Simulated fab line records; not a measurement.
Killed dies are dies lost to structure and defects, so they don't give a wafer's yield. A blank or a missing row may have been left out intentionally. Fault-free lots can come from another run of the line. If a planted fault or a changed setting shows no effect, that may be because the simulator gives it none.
A struck lot beside a sound one | flow sfq-line | 24 steps out of a route of 325
Sound: these wafers, L809.3, L809.5, L809.6. Wafers struck: L815.2, L815.3, L815.5. The cause is named last.
At each step with rows: each side's tool, then ch and its chambers, then its first start. Under that, the readings that differ: sound wafers | struck wafers | difference of the means | sigmas: that difference in standard deviations of wafers without a fault.
alike: same words and numbers on both sides, and readings whose means sit less than 2 such deviations apart. not compared: any withheld reading, any reading some wafer has no value for, any bound like >300 that may hide the same value, and any number with overlapping values for which the record gives no deviation.
Wherever a step has rows on one side only, a row that says differs or no value, or a row with sigmas, the two part there. When numbers do not overlap yet have no deviation, they are printed without sigmas and do not part them. A reading that every wafer of one side lacks parts them only if that side has two wafers or more.

first, 6 steps without rows for these wafers: SFQ_TRILAYER_I6_VIA_LITHO_COAT_174 (resist thk 62 nm); SFQ_TRILAYER_I6_VIA_LITHO_COAT_169 (resist thk 650 nm); SFQ_TRILAYER_I6_VIA_LITHO_SOFTBAKE_173; SFQ_TRILAYER_I6_VIA_LITHO_EXPOSE_170 (exposes mask I6, target cd 700 nm); SFQ_TRILAYER_I6_VIA_LITHO_PEB_172 (peb time 60 s); SFQ_TRILAYER_I6_VIA_LITHO_DEVELOP_171 (time 60 s).
SFQ_I6_OVL_MEAS_942:
  sound: overlay-01 at day 70 16:08; struck: overlay-02 at day 78 21:06
  alike: I6_OVL
SFQ_TRILAYER_I6_VIA_BARC_OPEN_VIA_ETCH_235: etches BARC in O2, target depth 125 nm, time 41.7 s.
  sound on rie-diel-02 ch 0,3, day 70 16:09; struck on rie-diel-02 ch 0,1,3, day 78 21:08
  alike: drypump-motor-current-A, oes-product-au, rf-fwd-power-W
  not compared: rf-hours-counter-h
SFQ_TRILAYER_I6_VIA_ETCH_VIA_ETCH_172: etches SiO2 in CHF3, stops on Nb, target depth 260 nm.
  sound on rie-diel-02 ch 0,3, day 70 16:11; struck on rie-diel-02 ch 0,1,3, day 78 21:10
  alike: drypump-motor-current-A, oes-product-au, rf-fwd-power-W
SFQ_TRILAYER_I6_VIA_STRIP_STRIP_173: strips in O2.
  sound on rie-metal-01 ch 0, day 70 16:42; struck on rie-metal-02 ch 0, day 78 21:17
  alike: drypump-motor-current-A, oes-product-au
  not compared: rf-hours-counter-h
then, 2 steps without rows for these wafers: SFQ_TRILAYER_I6_VIA_STRIP_SOLV_CLEAN_174 (cleans in NMP, time 600 s); SFQ_TRILAYER_M7_DEP_PRE_CLEAN_176 (time 22.5 s).
SFQ_TRILAYER_M7_DEP_SPUTTER_175: material Nb, target thk 200 nm, time 133.3 s.
  sound: pvd-sputter-05 at day 70 17:43; struck: pvd-sputter-03 at day 78 22:20
  alike: cathode-dc-power-W, throttle-valve-pct
SFQ_M7_RS_MEAS_943: the measuring method here is four-point-probe.
  sound: film-metro-02 at day 70 17:52; struck: film-metro-01 at day 78 22:27
  reading           | sound             | struck            | difference | sigmas
  M7_NB_RS (ohm/sq) | 0.900 0.895 0.892 | 0.443 0.444 0.442 | -0.453     | -60
then, 6 steps without rows for these wafers: SFQ_TRILAYER_M7_LITHO_COAT_182 (resist thk 62 nm); SFQ_TRILAYER_M7_LITHO_COAT_177 (resist thk 600 nm); SFQ_TRILAYER_M7_LITHO_SOFTBAKE_181; SFQ_TRILAYER_M7_LITHO_EXPOSE_178 (exposes mask M7, target cd 500 nm); SFQ_TRILAYER_M7_LITHO_PEB_180 (peb time 60 s); SFQ_TRILAYER_M7_LITHO_DEVELOP_179 (time 60 s).
SFQ_M7_OVL_MEAS_945:
  sound: overlay-01 at day 70 20:16; struck: overlay-02 at day 79 00:52
  alike: M7_OVL
SFQ_TRILAYER_M7_BARC_OPEN_METAL_ETCH_229: etches BARC in O2, target depth 125 nm, time 41.7 s.
  sound on rie-metal-03 ch 0,1, day 70 20:18; struck on rie-metal-02 ch 0,1, day 79 00:54
  alike: drypump-motor-current-A, oes-product-au, rf-fwd-power-W
  not compared: rf-hours-counter-h
SFQ_TRILAYER_M7_ETCH_METAL_ETCH_180: etches Nb in Cl2/Ar, stops on SiO2, target depth 240 nm, time 120 s.
  sound on rie-metal-03 ch 0,1, day 70 20:23; struck on rie-metal-02 ch 0,1, day 79 00:58
  reading                        | sound             | struck            | difference | sigmas
  oes-product-au (a.u.)          | 0.880 0.887 0.890 | 0.996 0.999 0.991 | +0.110     | +17
  model.etch.depth-nm (nm)       | 197.6 198.5 199.3 | 239 238 235.9     | +39        |
  model.M7.feature-depth-nm (nm) | 197.6 198.5 199.3 | 239 238 235.9     | +39        |
  alike: drypump-motor-current-A, rf-fwd-power-W
  not compared: rf-hours-counter-h
SFQ_TRILAYER_M7_STRIP_STRIP_181: strips in O2.
  sound on rie-metal-03 ch 0,1, day 70 20:40; struck on rie-metal-02 ch 0,1, day 79 01:05
  alike: drypump-motor-current-A, oes-product-au
  not compared: rf-hours-counter-h

== WHERE THEY PART ==
Last at SFQ_TRILAYER_M7_ETCH_METAL_ETCH_180 as far as this record goes, first at SFQ_M7_RS_MEAS_943. Later steps at which nothing parts them and some readings are alike: SFQ_TRILAYER_M7_STRIP_STRIP_181.

WHY: what the simulator had put in
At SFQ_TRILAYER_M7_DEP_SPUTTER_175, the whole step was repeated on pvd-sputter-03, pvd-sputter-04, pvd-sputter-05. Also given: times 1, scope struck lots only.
